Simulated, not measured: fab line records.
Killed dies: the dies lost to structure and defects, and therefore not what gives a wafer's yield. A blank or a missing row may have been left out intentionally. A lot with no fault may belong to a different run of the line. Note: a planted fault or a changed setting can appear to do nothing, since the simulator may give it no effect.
What tool caused it? + flow sky130 + 6 lots (18 wafers sampled), 1 step of a 708-step route

## WHAT THE GAUGES SHOWED, per wafer
SKY_SD_P_CD_MEAS_07: target cd 380 nm.
| lot  | measured     | on       | cdNm (nm)         |
|------|--------------|----------|-------------------|
| L914 | day 26 10:21 | cdSem-01 | 384.1 385.0 384.0 |
| L919 | day 28 11:08 | cdSem-01 | 379.0 377.7 379.2 |
| L923 | day 29 15:06 | cdSem-01 | 382.6 379.1 383.6 |
| L927 | day 30 20:44 | cdSem-01 | 377.7 378.2 378.2 |
| L929 | day 31 14:49 | cdSem-02 | 381.2 382.3 379.8 |
| L933 | day 32 21:31 | cdSem-02 | 380.9 380.8 382.5 |

## EACH LOT AND THE TOOL THAT RAN IT (in order: tool; ch and the chambers of the sampled wafers; start)
The record shows no process step preceding these readings.

## THE ANSWER, worked out from the rows above alone
Rule: the lots themselves supply what counts as usual. The widest of any qualifying gaps counts: lots, ordered by their means at a reading, are off when they make up no more than a third of the lots, leave a main group of 4 or more, and stand apart from it by 3 or more times the standard deviation of that group's means. Not used: any main group whose means are identical at the precision the tables above print for the reading. A lot without any number at a reading at which 4 lots or more have one is off too. All remaining lots with rows at the step are treated as sound.
No lot is off at any reading shown: from this, nothing can be told.

## WHAT THE SIMULATOR PUT IN
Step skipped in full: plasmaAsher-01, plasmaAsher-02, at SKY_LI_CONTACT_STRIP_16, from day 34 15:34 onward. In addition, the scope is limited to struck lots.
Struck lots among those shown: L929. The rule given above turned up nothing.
